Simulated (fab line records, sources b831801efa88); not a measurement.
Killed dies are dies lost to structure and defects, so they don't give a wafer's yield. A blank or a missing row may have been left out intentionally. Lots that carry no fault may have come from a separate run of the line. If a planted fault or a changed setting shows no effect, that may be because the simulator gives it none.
Which tool did it? | flow sfqLine | 14 lots, 42 wafers sampled, at 3 steps of a route of 325

## WHAT THE GAUGES READ, wafer by wafer
No reading from a measuring or inspecting step in the record can be judged against a usual standard deviation.

## WHICH TOOL RAN EACH LOT (tool, then ch and the chambers of the sampled wafers, then the start)
lot  | SFQ_TRILAYER_I7_CMP_CMP_184   | SFQ_TRILAYER_I7_METRO_MEASURE_185 | SFQ_TRILAYER_I7_VIA_ETCH_VIA_ETCH_190
L646 | cmp-02 ch 0,3, day 69 09:24   | filmMetro-01, day 69 12:13        | rieDiel-04 ch 0,1,3, day 70 14:37
L647 | cmp-02 ch 1,2,3, day 70 03:54 | filmMetro-02, day 70 06:13        | rieDiel-03 ch 0,3, day 71 03:49
L648 | cmp-02 ch 0,2, day 70 08:54   | filmMetro-02, day 70 12:01        | rieDiel-02 ch 1,2,3, day 71 08:25
L650 | cmp-02 ch 0,1,2, day 70 20:39 | filmMetro-03, day 70 22:46        | rieDiel-04 ch 1,3, day 71 19:13
L651 | cmp-01 ch 0,2,3, day 71 03:57 | filmMetro-02, day 71 06:34        | rieDiel-03 ch 0,2, day 72 00:01
L653 | cmp-01 ch 0,3, day 73 03:33   | filmMetro-02, day 73 06:40        | rieDiel-02 ch 0,1,2, day 73 10:13
L654 | cmp-01 ch 0,2, day 73 07:03   | filmMetro-02, day 73 09:40        | rieDiel-02 ch 0,1,2, day 73 16:13
L661 | cmp-02 ch 0,2,3, day 76 22:25 | filmMetro-02, day 77 01:56        | rieDiel-04 ch 0,1, day 77 07:50
L662 | cmp-01 ch 0,3, day 77 18:25   | filmMetro-02, day 77 21:44        | rieDiel-02 ch 1,2, day 78 01:11
L663 | cmp-01 ch 1,3, day 78 16:34   | filmMetro-01, day 78 19:23        | rieDiel-04 ch 0,2,3, day 78 22:50
L664 | cmp-01 ch 1,2, day 79 17:46   | filmMetro-03, day 79 20:59        | rieDiel-02 ch 1,2, day 80 01:08
L666 | cmp-01 ch 0,1,2, day 80 00:08 | filmMetro-03, day 80 02:28        | rieDiel-03 ch 0,1,2, day 80 10:44
L667 | cmp-02 ch 0,2,3, day 80 01:26 | filmMetro-01, day 80 04:28        | rieDiel-03 ch 0,1, day 80 14:20
L668 | cmp-02 ch 0,1,3, day 80 05:02 | filmMetro-03, day 80 07:40        | rieDiel-04 ch 0,1,2, day 80 16:44
- SFQ_TRILAYER_I7_CMP_CMP_184: polishes SiO2.
- SFQ_TRILAYER_I7_METRO_MEASURE_185
- SFQ_TRILAYER_I7_VIA_ETCH_VIA_ETCH_190: etches SiO2 in CHF3, stops on Nb, target depth 260 nm.

## WHAT THE TOOLS THEMSELVES READ (means of the sampled wafers that have a number; where no wafer has one, the mark that the record gives instead)
SFQ_TRILAYER_I7_CMP_CMP_184.
lot  | tool   | motorCurrentA (A) | platenRpm (rpm) | timeToEndpointS (s)
L646 | cmp-02 | 10.3              | 60.01           | 210
L647 | cmp-02 | 10.7              | 59.94           | 211
L648 | cmp-02 | 10.4              | 59.98           | 223
L650 | cmp-02 | 10.7              | 59.99           | 215
L651 | cmp-01 | 10.8              | 59.98           | 214
L653 | cmp-01 | 10.9              | 59.96           | 209
L654 | cmp-01 | 10.5              | 59.99           | 205
L661 | cmp-02 | 10.9              | 60.00           | 209
L662 | cmp-01 | 10.6              | 60.02           | 211
L663 | cmp-01 | 10.7              | 60.00           | 211
L664 | cmp-01 | 10.7              | 60.01           | 212
L666 | cmp-01 | 10.6              | 59.97           | 224
L667 | cmp-02 | 10.9              | 60.03           | 218
L668 | cmp-02 | 10.5              | 60.04           | 218

SFQ_TRILAYER_I7_METRO_MEASURE_185.
lot  | tool         | thkNm (nm)
L646 | filmMetro-01 | 199.7
L647 | filmMetro-02 | 199.9
L648 | filmMetro-02 | 200.1
L650 | filmMetro-03 | 199.8
L651 | filmMetro-02 | 200.4
L653 | filmMetro-02 | 207.0
L654 | filmMetro-02 | 214.1
L661 | filmMetro-02 | 198.5
L662 | filmMetro-02 | 200.3
L663 | filmMetro-01 | 200.1
L664 | filmMetro-03 | 199.9
L666 | filmMetro-03 | 199.1
L667 | filmMetro-01 | 200.0
L668 | filmMetro-03 | 200.3

SFQ_TRILAYER_I7_VIA_ETCH_VIA_ETCH_190.
lot  | tool       | drypumpMotorCurrentA (A) | oesProductAu (a.u.) | rfFwdPowerW (W)
L646 | rieDiel-04 | 5.5                      | 0.854               | 497.2
L647 | rieDiel-03 | 6.1                      | 0.857               | 496.9
L648 | rieDiel-02 | 5.3                      | 0.855               | 497.4
L650 | rieDiel-04 | 5.1                      | 0.858               | 497.8
L651 | rieDiel-03 | 5.7                      | 0.858               | 497.4
L653 | rieDiel-02 | 5.7                      | 0.870               | 498.3
L654 | rieDiel-02 | 5.7                      | 0.887               | 499.3
L661 | rieDiel-04 | 5.3                      | 0.852               | 498.4
L662 | rieDiel-02 | 5.3                      | 0.857               | 498.4
L663 | rieDiel-04 | 5.7                      | 0.852               | 498.7
L664 | rieDiel-02 | 5.2                      | 0.856               | 498.8
L666 | rieDiel-03 | 5.8                      | 0.854               | 497.5
L667 | rieDiel-03 | 6.0                      | 0.852               | 497.9
L668 | rieDiel-04 | 5.5                      | 0.855               | 496.8

## THE ANSWER, worked out from the rows above alone
Rule: the lots themselves supply what counts as usual. Put in order of their means at a reading, lots are off if they are a third of the lots or fewer, leave a main group of 4 or more, and stand apart from it by a gap of 3 or more times the standard deviation of the main group's means; of several such gaps the widest counts. Not used: any main group whose means are identical at the precision the tables above print for the reading. A lot without any number at a reading at which 4 lots or more have one is off too. All remaining lots with rows at the step are treated as sound. After the gauges, taken in route order, come the tools' own readings; for these a lot's mean is taken, as printed above. At the first step where some lot is off, the reading lying furthest off is the one used; lots without a number count as furthest.
Off: L653, L654 (SFQ_TRILAYER_I7_METRO_MEASURE_185, thkNm). The main group has a mean of 199.8 nm with a standard deviation of 0.52.
If a tool, at that step or one of the process steps before it, ran each lot that is off and ran no sound lot following the first of them, it fits. Not one of the candidates tried fits.

## WHAT WAS PUT IN BY THE SIMULATOR
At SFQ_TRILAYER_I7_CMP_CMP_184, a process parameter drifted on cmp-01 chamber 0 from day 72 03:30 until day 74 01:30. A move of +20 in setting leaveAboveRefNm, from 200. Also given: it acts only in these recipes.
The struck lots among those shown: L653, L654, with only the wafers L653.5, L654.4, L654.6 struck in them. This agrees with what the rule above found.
